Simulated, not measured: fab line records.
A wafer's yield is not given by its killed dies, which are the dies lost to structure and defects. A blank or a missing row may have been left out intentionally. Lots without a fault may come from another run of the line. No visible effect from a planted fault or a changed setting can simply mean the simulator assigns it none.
2 desks looking at one fault || flow sky130 || what lay behind the numbers comes last; until then each desk has only its own

TOOL OWNER'S DESK, hdpcvd-02
The tool's own readings at SKY_VIA1_HDPCVD_00 (deposits SiO2, target thk 1030 nm, time 171.7 s): means of the sampled wafers that have a number, for each lot that ran on this tool. Any lot whose mean is over 4 standard deviations away from the usual mean is out of limits and marked OUT; that distance is given in the brackets.
Columns: A = sih4FlowSccm at SKY_VIA1_HDPCVD_00, usual 59.99 sccm
{"lot": "L951", "first seen here": "day 31 23:56", "A": 60.02}
{"lot": "L954", "first seen here": "day 33 09:43", "A": 60.13}
{"lot": "L962", "first seen here": "day 36 01:19", "A": "39.98 (-99 or more) OUT"}
{"lot": "L971", "first seen here": "day 39 12:26", "A": 59.97}
{"lot": "L972", "first seen here": "day 40 05:26", "A": 59.86}
{"lot": "L974", "first seen here": "day 40 10:11", "A": 59.94}
Finding of this desk: L962 out of limits; the first was L962 at day 36 01:19, on sih4FlowSccm at SKY_VIA1_HDPCVD_00. In limits: L951, L954, L971, L972, L974.

FROM THE METROLOGY DESK
What the gauges read for every lot (on any tool): the sampled wafers with a number, averaged. Any lot whose mean is over 4 standard deviations away from the usual mean is out of limits and marked OUT; that distance is given in the brackets.
Columns: A = VIA1_HDPCVD_THK at SKY_VIA1_THK_MEAS_01, usual 1027 nm; B = VIA1_OVL at SKY_VIA1_OVL_MEAS_13, usual 1 nm
{"lot": "L951", "first seen here": "day 32 00:04", "A": 1041, "B": -5}
{"lot": "L952", "first seen here": "day 32 12:44", "A": 1032, "B": 1}
{"lot": "L953", "first seen here": "day 32 21:44", "A": 1019, "B": -4}
{"lot": "L954", "first seen here": "day 33 09:50", "A": 1027, "B": 1}
{"lot": "L955", "first seen here": "day 34 00:59", "A": 1013, "B": -2}
{"lot": "L957", "first seen here": "day 34 20:28", "A": 1015, "B": 10}
{"lot": "L962", "first seen here": "day 36 01:27", "A": "693 (-30) OUT", "B": 7}
{"lot": "L965", "first seen here": "day 37 00:41", "A": 1014, "B": -6}
{"lot": "L967", "first seen here": "day 38 08:47", "A": 1040, "B": -3}
{"lot": "L971", "first seen here": "day 39 12:35", "A": 1031, "B": 6}
{"lot": "L973", "first seen here": "day 40 05:10", "A": 1031, "B": 5}
{"lot": "L972", "first seen here": "day 40 05:35", "A": 1039, "B": 3}
{"lot": "L974", "first seen here": "day 40 10:17", "A": 1038, "B": 0}
This desk's finding: out of limits on L962; first on L962, day 36 01:27 (VIA1_HDPCVD_THK at SKY_VIA1_THK_MEAS_01). In limits: L951, L952, L953, L954, L955, L957, L965, L967, L971, L973, L972, L974.

ALL TOGETHER
At day 36 01:19, on L962, the tool owner's desk was in a position to raise an alarm.
At day 36 01:27 the metrology desk could have sounded an alarm, on L962.
The lots listed all ran SKY_VIA1_HDPCVD_00 on hdpcvd-02.

WHAT HAD BEEN PUT IN BY THE SIMULATOR
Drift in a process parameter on hdpcvd-02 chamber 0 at SKY_VIA1_HDPCVD_00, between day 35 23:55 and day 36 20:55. Setting sih4FlowSccm, moved by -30, from 60. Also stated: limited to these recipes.
Shown lots that were struck: L962.
Time in hours from fault onset to the first out-of-limits reading at each desk: tool owner's desk 1, metrology desk 2.
